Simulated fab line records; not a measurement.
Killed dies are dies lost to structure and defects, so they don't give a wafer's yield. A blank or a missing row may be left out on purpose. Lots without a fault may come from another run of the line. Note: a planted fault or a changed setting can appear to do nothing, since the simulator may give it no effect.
Chamber matching -- flow sky130 -- rie-diel-03 running SKY_VIA2_ETCH_14: 4 sister chambers
The step etches BARC in N2/H2, stops on SiO2, time 47.49 s, target depth 60 nm. 4 wafers are shown with their chamber, then 10 later ones without.

## EACH WAFER AND ITS CHAMBER
wafer,chamber,h2-flow-sccm (sccm)
L090.5,1,199.8
L090.6,2,200.6
L093.1,3,199.9
L093.4,0,200.0

## WAFERS MISSING THEIR CHAMBER
wafer,h2-flow-sccm (sccm)
L093.5,199.4
L092.1,199.7
L092.3,200.1
L092.4,197.9
L095.1,200.0
L095.4,199.4
L095.5,200.5
L097.1,199.5
L097.3,199.3
L097.5,198.9

## WHICH CHAMBER EACH ONE RAN IN
wafer,from the rows above,in truth
L093.5,can't be placed: 1 or 3 or 0 or 2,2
L092.1,can't be placed: 1 or 3 or 0 or 2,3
L092.3,can't be placed: 0 or 3 or 1 or 2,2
L092.4,can't be placed: 1 or 3 or 0 or 2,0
L095.1,can't be placed: 0 or 3 or 1 or 2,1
L095.4,can't be placed: 1 or 3 or 0 or 2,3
L095.5,can't be placed: 2 or 0 or 3 or 1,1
L097.1,can't be placed: 1 or 3 or 0 or 2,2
L097.3,can't be placed: 1 or 3 or 0 or 2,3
L097.5,can't be placed: 1 or 3 or 0 or 2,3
0 of 10 placed correctly. Cannot be placed on the basis of these rows: 10; the candidates contain the true chamber in 10. Number placed wrongly: 0.
How it was worked out, from the rows above alone: a wafer's distance from a chamber is the root of the sum, over the readings, of the square of ((its reading less the chamber's mean) divided by the reading's scatter). The wafer belongs to the nearest chamber; if the next one is less than 2 further off, it can't be placed. Each chamber's mean is taken over the wafers shown for it. The scatter: root of mean squared gap, hidden wafer to nearest shown wafer, with one shown wafer a chamber.
